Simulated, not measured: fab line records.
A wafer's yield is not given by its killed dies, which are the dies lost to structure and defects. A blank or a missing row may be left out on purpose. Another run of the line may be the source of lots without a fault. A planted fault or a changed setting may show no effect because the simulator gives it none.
Which tool did it?    flow sky130    12 lots, 36 wafers sampled, at 2 steps of a route of 708

WHAT THE GAUGES SHOWED, per wafer
SKY_VIA2_RS_MEAS_22: measurement is done with a four-point probe. Usual: for VIA2_W_RS the level is 0.274 ohm/sq and the standard deviation is 0.0037.
lot   measured      on            VIA2_W_RS (ohm/sq)  flag
L697  day 36 03:59  filmMetro-01  0.273 0.269 0.272   
L699  day 37 01:38  filmMetro-02  0.272 0.271 0.272   
L700  day 37 20:42  filmMetro-01  0.273 0.268 0.267   
L701  day 37 21:01  filmMetro-02  0.280 0.278 0.282   
L704  day 38 13:13  filmMetro-01  0.279 0.282 0.279   
L706  day 39 04:28  filmMetro-01  0.278 0.280 0.282   
L711  day 40 19:07  filmMetro-01  0.269 0.267 0.270   
L715  day 42 02:26  filmMetro-02  0.273 0.271 0.273   
L716  day 42 07:46  filmMetro-01  0.274 0.276 0.270   
L717  day 42 13:17  filmMetro-03  0.271 0.270 0.274   
L719  day 42 19:16  filmMetro-03  0.277 0.280 0.278   
L720  day 43 06:50  filmMetro-01  0.267 0.271 0.270   

SKY_METAL3_CD_MEAS_13 targets a cd of 300 nm. Usual: 299.7 nm for cdNm, sd 1.8.
lot   measured      on        cdNm (nm)          flag
L697  day 38 08:05  cdSem-02  299.6 299.8 298.8  
L699  day 39 06:08  cdSem-01  296.1 297.6 296.8  
L700  day 40 00:02  cdSem-02  299.6 299.4 298.4  
L701  day 39 23:47  cdSem-01  297.9 295.9 296.5  
L704  day 40 15:51  cdSem-02  296.3 298.3 297.6  
L706  day 41 06:40  cdSem-01  297.0 298.4 297.3  
L711  day 42 20:00  cdSem-02  299.5 297.6 298.5  
L715  day 44 02:22  cdSem-02  299.4 299.4 299.6  
L716  day 44 07:15  cdSem-02  301.8 300.8 299.0  
L717  day 44 12:40  cdSem-01  300.1 301.1 299.0  
L719  day 44 17:20  cdSem-02  302.4 300.9 301.9  
L720  day 45 05:18  cdSem-01  303.6 302.9 302.6  

TOOL THAT RAN EACH LOT (tool first, then ch and the chambers of the sampled wafers, then the start)
Record: no process step prior to these readings.

AS READ BY THE TOOLS THEMSELVES (means over the sampled wafers that have a number; for cases with no such wafer, the mark the record gives instead)
The record holds no such reading with a usual standard deviation.

THE ANSWER, worked out from the rows above alone
Rule: a lot counts as off when the mean over its wafers that have a number is more than 3 standard deviations away from the usual mean. A lot without any number at a reading at which 4 lots or more have one is off too. Any other lot the step has rows for is counted as sound. First the gauges in route order, then the tools' own readings, where a lot's mean is used as printed above. The first step at which some lot is off is used, and at that step the reading that is off furthest; a lot without a number counts as furthest.
None of the lots is off at any reading shown; this tells nothing.

WHAT THE SIMULATOR HAD INSERTED
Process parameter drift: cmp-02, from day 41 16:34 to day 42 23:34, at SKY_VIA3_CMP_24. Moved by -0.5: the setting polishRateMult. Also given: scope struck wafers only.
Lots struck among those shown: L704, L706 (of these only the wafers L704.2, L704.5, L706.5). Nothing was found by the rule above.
